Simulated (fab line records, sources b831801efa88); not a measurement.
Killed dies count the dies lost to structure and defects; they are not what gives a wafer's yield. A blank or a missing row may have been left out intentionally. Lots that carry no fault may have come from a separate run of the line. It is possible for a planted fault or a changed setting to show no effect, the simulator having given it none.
The same fault as seen by 2 desks | flow sky130 | each desk holds nothing but its own numbers, with what lay behind them at the end

== TOOL OWNER'S DESK, litho_track-04 ==
The tool's own readings at SKY_GATE_OXIDE_DEVELOP_09 (develop time 60 s): means of the sampled wafers that have a number, for each lot that ran on this tool. Any lot whose mean is over 4 standard deviations away from the usual mean is out of limits and marked OUT; that distance is given in the brackets.
Columns: A = chill_plate_temp_C at SKY_GATE_OXIDE_DEVELOP_09, usual 23.02 C; B = developer_temp_C at SKY_GATE_OXIDE_DEVELOP_09, usual 23.05 C; C = exhaust_pa at SKY_GATE_OXIDE_DEVELOP_09, usual 45.0 Pa
lot  | first seen here | A     | B               | C
L259 | day 14 11:07    | 23.00 | 23.15           | 44.4
L260 | day 14 17:53    | 23.16 | 23.03           | 46.2
L268 | day 17 19:52    | 23.12 | 22.94           | 45.7
L272 | day 19 01:38    | 23.11 | 22.05 (-10) OUT | 44.5
L273 | day 19 13:34    | 22.95 | 22.08 (-10) OUT | 46.5
L280 | day 23 01:23    | 23.08 | 23.01           | 44.8
This desk's verdict: out of limits on L272, L273, starting with L272 at day 19 01:38 (developer_temp_C at SKY_GATE_OXIDE_DEVELOP_09). Within limits: L259, L260, L268, L280.

== METROLOGY DESK ==
What the gauges read for every lot (on any tool): the sampled wafers with a number, averaged. Any lot whose mean is over 4 standard deviations away from the usual mean is out of limits and marked OUT; that distance is given in the brackets.
Columns: A = VIA1_HDPCVD_THK at SKY_VIA1_THK_MEAS_01, usual 1030 nm
lot  | first seen here | A
L257 | day 33 12:30    | 1022
L258 | day 33 14:08    | 1033
L259 | day 33 14:30    | 1026
L260 | day 33 17:11    | 1024
L262 | day 34 12:40    | 1027
L265 | day 35 12:24    | 1030
L266 | day 35 18:38    | 1027
L267 | day 36 03:11    | 1039
L268 | day 36 08:12    | 1023
L272 | day 37 11:47    | 1034
L273 | day 37 21:51    | 1034
L277 | day 39 09:37    | 1032
L280 | day 40 17:00    | 1038
Finding of this desk: none of the 13 lots has anything out of limits.

== PUT TOGETHER ==
At day 19 01:38, on L272, L273, the tool owner's desk was in a position to raise an alarm.
Nothing out of limits was seen by the metrology desk.
The metrology desk holds a record of L272, L273, inside its limits.
On litho_track-04, each named lot ran SKY_GATE_OXIDE_DEVELOP_09.

== WHAT THE SIMULATOR PUT IN ==
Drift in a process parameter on litho_track-04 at SKY_GATE_OXIDE_DEVELOP_09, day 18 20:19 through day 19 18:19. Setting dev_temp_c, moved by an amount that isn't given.
Lots struck among those shown: L272, L273.
How many hours passed from the start of the fault until each desk's first out-of-limits reading: the tool owner's desk, 5.
